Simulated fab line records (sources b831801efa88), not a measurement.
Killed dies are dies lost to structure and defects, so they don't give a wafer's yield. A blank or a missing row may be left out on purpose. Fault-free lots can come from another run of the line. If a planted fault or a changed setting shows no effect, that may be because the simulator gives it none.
Which of the tools did it? -- flow sky130 -- 14 lots, 42 wafers sampled, at 2 steps of a route of 708

## WHAT THE GAUGES READ, wafer by wafer
The record holds no reading of a measuring or inspecting step that can be judged against a usual standard deviation.

## WHICH TOOL RAN EACH LOT (tool, then ch and the chambers of the sampled wafers, then the start)
lot,SKY_FIELD_ISO_WET_ETCH_29,SKY_PAD_OPEN_PROBE_99
L470,"wet-bench-03 ch 2, day 2 09:28",-
L472,"wet-bench-02 ch 1, day 2 22:47",-
L473,"wet-bench-02 ch 1, day 3 01:47",-
L474,"wet-bench-02 ch 0, day 3 06:49",-
L475,"wet-bench-03 ch 1, day 3 11:43",-
L476,"wet-bench-03 ch 3, day 3 17:31","prober-02, day 47 15:59"
L477,"wet-bench-03 ch 1, day 3 22:46",-
L480,"wet-bench-03 ch 3, day 4 14:22","prober-02, day 48 11:16"
L481,"wet-bench-02 ch 3, day 4 22:41","prober-01, day 48 17:48"
L485,"wet-bench-02 ch 2, day 5 16:56",-
L490,"wet-bench-01 ch 3, day 6 17:01",-
L491,"wet-bench-02 ch 0, day 6 22:01",-
L492,"wet-bench-02 ch 2, day 7 05:00",-
L493,"wet-bench-02 ch 1, day 7 11:44",-
- SKY_FIELD_ISO_WET_ETCH_29: etches Si3N4 in H3PO4, target depth 160 nm, time 1825 s.
- SKY_PAD_OPEN_PROBE_99

## WHAT THE TOOLS THEMSELVES READ (means of the sampled wafers that have a number; where no wafer has one, the mark that the record gives instead)
SKY_FIELD_ISO_WET_ETCH_29. Usual: bath-guard-temp-C 160.1 C, standard deviation 0.62; bath-heat-duty-pct 26 %, standard deviation 3.
lot,tool,bath-guard-temp-C (C),bath-heat-duty-pct (%),flag
L470,wet-bench-03,160.7,21,
L472,wet-bench-02,160.9,26,
L473,wet-bench-02,160.8,25,
L474,wet-bench-02,159.5,28,
L475,wet-bench-03,159.7,24,
L476,wet-bench-03,159.3,27,
L477,wet-bench-03,159.6,25,
L480,wet-bench-03,-,-,OFF
L481,wet-bench-02,-,-,OFF
L485,wet-bench-02,160.6,28,
L490,wet-bench-01,159.5,23,
L491,wet-bench-02,159.6,28,
L492,wet-bench-02,160.5,26,
L493,wet-bench-02,160.8,26,

SKY_PAD_OPEN_PROBE_99. Usual: killed_at_M0_to_M3 43, standard deviation 6.6; killed_at_M4_up 3.4, standard deviation 1.8; killed-at-contacts 24, standard deviation 4.9; killed-at-front-end 15, standard deviation 4.1; killed-at-other 0.3, standard deviation 0.55; killed-dies 85, standard deviation 8.8; killed-on-rim 17, standard deviation 3.7; killed-open 46, standard deviation 6.1; killed-short 39, standard deviation 5.7.
lot,tool,killed_at_M0_to_M3,killed_at_M4_up,killed-at-contacts,killed-at-front-end,killed-at-other,killed-dies,killed-on-rim,killed-open,killed-short,flag
L476,prober-02,41,3.0,25,15,0.3,84,18,42,41,
L480,prober-02,41,1.7,23,427,0.0,492,96,46,33,OFF
L481,prober-01,39,5.0,36,412,0.0,492,96,47,43,OFF

## THE ANSWER, worked out from the rows above alone
Rule: a lot counts as off when the mean over its wafers that have a number is more than 3 standard deviations away from the usual mean. A lot without any number at a reading at which 4 lots or more have one is off too. Where the step has rows for the other lots, those lots are counted as sound. Order of review: gauges by route order, followed by the tools' own readings, for which a lot's mean as printed above is used. At the first step where some lot is off, the reading lying furthest off is the one used; lots without a number count as furthest.
Off: L480, L481, at SKY_FIELD_ISO_WET_ETCH_29 (bath-guard-temp-C). Without a number there: L480, L481.
If a tool, at that step or one of the process steps before it, ran each lot that is off and ran no sound lot following the first of them, it fits. No candidate that was tried fits.

## WHAT HAD BEEN PUT IN BY THE SIMULATOR
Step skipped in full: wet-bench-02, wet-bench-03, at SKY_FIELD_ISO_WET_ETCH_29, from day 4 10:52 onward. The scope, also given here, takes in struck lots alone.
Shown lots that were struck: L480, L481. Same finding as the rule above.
